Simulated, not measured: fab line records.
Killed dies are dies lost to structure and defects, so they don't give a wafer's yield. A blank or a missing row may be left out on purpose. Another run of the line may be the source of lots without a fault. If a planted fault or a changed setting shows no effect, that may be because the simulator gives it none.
Tool commonality check | flow sky130 | Sampled: 11 lots, 33 wafers

WHY IT WAS OPENED
At SKY_METAL5_RS_MEAS_05 the reading METAL5_ALCU_RS is flagged on 2 of 11 lots. No-fault wafers: 0.02715 ohm/sq, standard deviation 0.0003.
Rule: a lot gets a flag if all its wafers with a number sit over 4 standard deviations from that mean, or if no wafer of it has a number. All remaining lots are regarded as sound.

lot  | measured     | on            | METAL5_ALCU_RS (ohm/sq), wafer by wafer | flag
L162 | day 44 02:15 | film-metro-03 | 0.02686 0.0269 0.02707                  |
L163 | day 44 09:08 | film-metro-01 | 0.02649 0.02699 0.02708                 |
L166 | day 45 05:05 | film-metro-02 | 0.02737 0.0278 0.02736                  |
L169 | day 45 22:35 | film-metro-03 | 0.0276 0.02783 0.02739                  |
L170 | day 46 08:08 | film-metro-03 | 0.02678 0.0267 0.02712                  |
L171 | day 46 14:33 | film-metro-02 | 0.02702 0.02705 0.02732                 |
L173 | day 47 04:40 | film-metro-03 | 0.02716 0.02702 0.02753                 |
L175 | day 47 10:30 | film-metro-01 | 8.6549 8.7414 8.6962                    | FLAGGED
L176 | day 47 16:04 | film-metro-03 | 8.7328 8.7436 8.7057                    | FLAGGED
L177 | day 47 21:39 | film-metro-02 | 0.02737 0.02741 0.02715                 |
L180 | day 48 10:56 | film-metro-02 | 0.02695 0.02687 0.02703                 |
On average the flagged lots read 8.71243 ohm/sq, which is +8.68528 ohm/sq against the usual, or +99 or more standard deviations.

LOT BY LOT: THE TOOL USED
The record holds 2 process steps before the reading, out of a route of 708 steps. Cell contents, in order: the tool; ch with the chambers the sampled wafers went through; the start.
lot  | flag    | SKY_VIA4_CVD_18               | SKY_METAL5_SPUTTER_02
L162 |         | cvd-w-01 ch 0,1, day 44 01:28 | pvd-sputter-03, day 44 02:06
L163 |         | cvd-w-02 ch 0,1, day 44 08:20 | pvd-sputter-01, day 44 09:01
L166 |         | cvd-w-01 ch 0,1, day 45 04:17 | pvd-sputter-02, day 45 04:58
L169 |         | cvd-w-01 ch 0,1, day 45 21:47 | pvd-sputter-02, day 45 22:28
L170 |         | cvd-w-02 ch 0,1, day 46 06:56 | pvd-sputter-01, day 46 07:58
L171 |         | cvd-w-01 ch 0,1, day 46 13:44 | pvd-sputter-01, day 46 14:26
L173 |         | cvd-w-01 ch 0,1, day 47 03:51 | pvd-sputter-02, day 47 04:32
L175 | FLAGGED | cvd-w-01 ch 0,1, day 47 09:29 | pvd-sputter-03, day 47 10:22
L176 | FLAGGED | cvd-w-01 ch 0,1, day 47 15:16 | pvd-sputter-03, day 47 15:54
L177 |         | cvd-w-02 ch 0,1, day 47 20:43 | pvd-sputter-03, day 47 21:32
L180 |         | cvd-w-01 ch 0,1, day 48 10:07 | pvd-sputter-03, day 48 10:48
What is done by these steps:
- SKY_VIA4_CVD_18: deposits W, target thk 505 nm, time 152.14 s.
- SKY_METAL5_SPUTTER_02: material AlCu, target thk 1150 nm, time 61.2 s.
- SKY_METAL5_RS_MEAS_05: measures by four-point-probe.

FLAGGED AGAINST TOTAL, ONE TOOL AT A TIME (gauges that did the reading follow at the end)
step                  | tool           | lots run | flagged | share of the flagged lots | sound lots run after its first flagged lot
SKY_VIA4_CVD_18       | cvd-w-01       | 8        | 2       | all                       | 1 (L180)
SKY_VIA4_CVD_18       | cvd-w-02       | 3        | 0       | none                      | -
SKY_METAL5_SPUTTER_02 | pvd-sputter-01 | 3        | 0       | none                      | -
SKY_METAL5_SPUTTER_02 | pvd-sputter-02 | 3        | 0       | none                      | -
SKY_METAL5_SPUTTER_02 | pvd-sputter-03 | 5        | 2       | all                       | 2 (L177,L180)
SKY_METAL5_RS_MEAS_05 | film-metro-01  | 2        | 1       | some                      | 0
SKY_METAL5_RS_MEAS_05 | film-metro-02  | 4        | 0       | none                      | -
SKY_METAL5_RS_MEAS_05 | film-metro-03  | 5        | 1       | some                      | 0

WHAT THE TABLE ALLOWS
cvd-w-01 at SKY_VIA4_CVD_18 and pvd-sputter-03 at SKY_METAL5_SPUTTER_02 are the 2 rows of the table that ran each flagged lot.
- cvd-w-01 at SKY_VIA4_CVD_18 ran 8 lots, 2 of them flagged. Sound lots ran on it after the first flagged one (L180), which a lasting fault on the whole tool wouldn't allow.
- pvd-sputter-03 at SKY_METAL5_SPUTTER_02 ran 5 lots, 2 of them flagged. Sound lots ran on it after the first flagged one (L177, L180), which a lasting fault on the whole tool wouldn't allow. On the flagged lots its readings are blank where sound lots have values: cathode-dc-power-W, chamber-pressure-pa, throttle-valve-pct.
No row of the table ran every flagged lot and no sound lot after the first.

WHAT THE SIMULATOR HAD PUT IN
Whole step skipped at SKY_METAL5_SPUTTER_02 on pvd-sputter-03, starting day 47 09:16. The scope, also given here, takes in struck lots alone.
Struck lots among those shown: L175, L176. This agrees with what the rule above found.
